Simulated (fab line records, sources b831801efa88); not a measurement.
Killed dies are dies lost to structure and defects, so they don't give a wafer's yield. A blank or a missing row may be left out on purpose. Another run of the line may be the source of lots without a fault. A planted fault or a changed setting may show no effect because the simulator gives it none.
A struck lot beside a sound one + flow sky130 + 14 out of 708 route steps
Sound: the wafers L762.1, L762.5, L762.6. Wafers struck: L753.1, L753.3, L753.4. The cause is named last.
Per side, at each step with rows, come the tool, then ch with its chambers, and then its first start. Under that, the readings that differ: sound wafers + struck wafers + difference of the means + sigmas: that difference in standard deviations of wafers without a fault.
alike: readings whose means differ by less than 2 such deviations, and words and numbers that are the same on both sides. not compared: withheld readings, readings that some wafer has no value for, bounds like >300 that may hide the same value, and numbers for which the record gives no deviation and whose values overlap.
Wherever a step has rows on one side only, a row that says differs or no value, or a row with sigmas, the two part there. Non-overlapping numbers with no deviation appear without sigmas and do not part them. A reading missing from all wafers of one side parts the sides only when that side holds two or more wafers.

SKY_VIA4_CMP_21: polishes, stops on SiO2, t overpolish 25 s, target thk 0 nm.
  sound on cmp-02 ch 0,3, day 47 17:19; struck on cmp-01 ch 0,2,3, day 44 18:28
  alike: headPressurePsi, motorCurrentA, overpolishRunS, timeToEndpointS
SKY_METAL5_SPUTTER_00: material Ti, target thk 15 nm, time 10 s.
  sound on pvdSputter-02, day 47 17:34; struck on pvdSputter-01, day 44 18:46
  alike: throttleValvePct
SKY_METAL5_SPUTTER_01: material TiN, target thk 20 nm, time 16.7 s.
  sound on pvdSputter-02, day 47 17:35; struck on pvdSputter-01, day 44 18:47
  alike: throttleValvePct
SKY_METAL5_SPUTTER_02: material AlCu, target thk 1150 nm, time 61.2 s.
  sound on pvdSputter-02, day 47 17:37; struck on pvdSputter-01, day 44 18:49
  alike: throttleValvePct
then, 1 step without rows for these wafers: SKY_METAL5_SPUTTER_03 (material Ti, target thk 5 nm, time 3.3 s).
SKY_METAL5_SPUTTER_04: material TiN, target thk 70 nm, time 58.3 s.
  sound on pvdSputter-02, day 47 17:41; struck on pvdSputter-01, day 44 18:53
  alike: throttleValvePct
SKY_METAL5_RS_MEAS_05: uses a four-point probe to measure.
  sound on filmMetro-03, day 47 17:44; struck on filmMetro-04, day 44 18:56
  alike: METAL5_ALCU_RS
SKY_METAL5_THK_MEAS_06: measures by xrf.
  sound on filmMetro-03, day 47 17:51; struck on filmMetro-04, day 44 19:03
  alike: METAL5_ALCU_THK
then, 4 steps without rows for these wafers: SKY_METAL5_DEHYDRATE_07 (time 60 s); SKY_METAL5_HMDS_08 (prime time 60 s); SKY_METAL5_COAT_09 (resist thk 1800 nm); SKY_METAL5_SOFTBAKE_10 (time 60 s).
SKY_METAL5_EXPOSE_11: exposes mask MM5, target cd 1600 nm.
  sound on ilineStepper-01 ch 0, day 48 03:20; struck on ilineStepper-01, day 45 05:10
  no value came back on the struck wafers for exposureDoseMJCm2, focusOffsetNm (nm), reticleTempC (C); on the sound wafers exposureDoseMJCm2 reads 190.27 189.87 190.33
  alike: mask
following that, these wafers have no rows for 1 step: SKY_METAL5_PEB_12.

## WHERE THEY PART
Within this record, at SKY_METAL5_EXPOSE_11 only.

WHY: what the simulator had put in
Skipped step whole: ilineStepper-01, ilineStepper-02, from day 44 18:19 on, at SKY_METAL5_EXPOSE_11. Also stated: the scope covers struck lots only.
